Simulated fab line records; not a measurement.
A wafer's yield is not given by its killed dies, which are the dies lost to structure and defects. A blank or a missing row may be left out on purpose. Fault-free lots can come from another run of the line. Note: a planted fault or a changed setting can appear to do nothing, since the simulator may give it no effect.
What tool caused it? | flow gf180mcu | Sampling: 7 lots, 21 wafers, 2 of 602 route steps

== WHAT EACH GAUGE READ, for each wafer ==
GF_SAB_CD_MEAS_09 targets a cd of 420 nm.
lot  | measured     | on        | cd_nm (nm)
L219 | day 15 08:05 | cd_sem-02 | 421.0 420.3 423.2
L221 | day 16 02:46 | cd_sem-02 | 420.5 421.6 422.4
L223 | day 17 13:51 | cd_sem-01 | 421.0 420.4 421.4
L232 | day 20 12:31 | cd_sem-01 | 422.4 423.5 424.7
L235 | day 21 14:56 | cd_sem-02 | 424.0 425.2 423.8
L237 | day 22 06:31 | cd_sem-02 | 422.2 422.0 422.9
L241 | day 23 09:13 | cd_sem-02 | 423.2 425.9 425.5

== WHICH TOOL RAN EACH LOT (tool, then ch and the chambers of the sampled wafers, then the start) ==
lot  | GF_MVSD_DEVELOP_06
L219 | litho_track-02 ch 0, day 4 16:00
L221 | litho_track-03 ch 0, day 5 04:00
L223 | litho_track-02 ch 0, day 5 22:00
L232 | litho_track-04 ch 0, day 7 22:00
L235 | litho_track-03 ch 0, day 8 21:00
L237 | litho_track-02 ch 0, day 9 06:00
L241 | litho_track-02 ch 0, day 10 01:00
- GF_MVSD_DEVELOP_06: develop time 60 s.

== THE ANSWER, worked out from the rows above alone ==
Rule: the usual values come from the lots themselves. The widest of any qualifying gaps counts: lots, ordered by their means at a reading, are off when they make up no more than a third of the lots, leave a main group of 4 or more, and stand apart from it by 3 or more times the standard deviation of that group's means. If all means in a main group match to the digits the tables above print for the reading, that group is not used. A lot without any number at a reading at which 4 lots or more have one is off too. Where the step has rows for the other lots, those lots are counted as sound.
No lot is off at any reading shown: from this, nothing can be told.

== WHAT THE SIMULATOR PUT IN ==
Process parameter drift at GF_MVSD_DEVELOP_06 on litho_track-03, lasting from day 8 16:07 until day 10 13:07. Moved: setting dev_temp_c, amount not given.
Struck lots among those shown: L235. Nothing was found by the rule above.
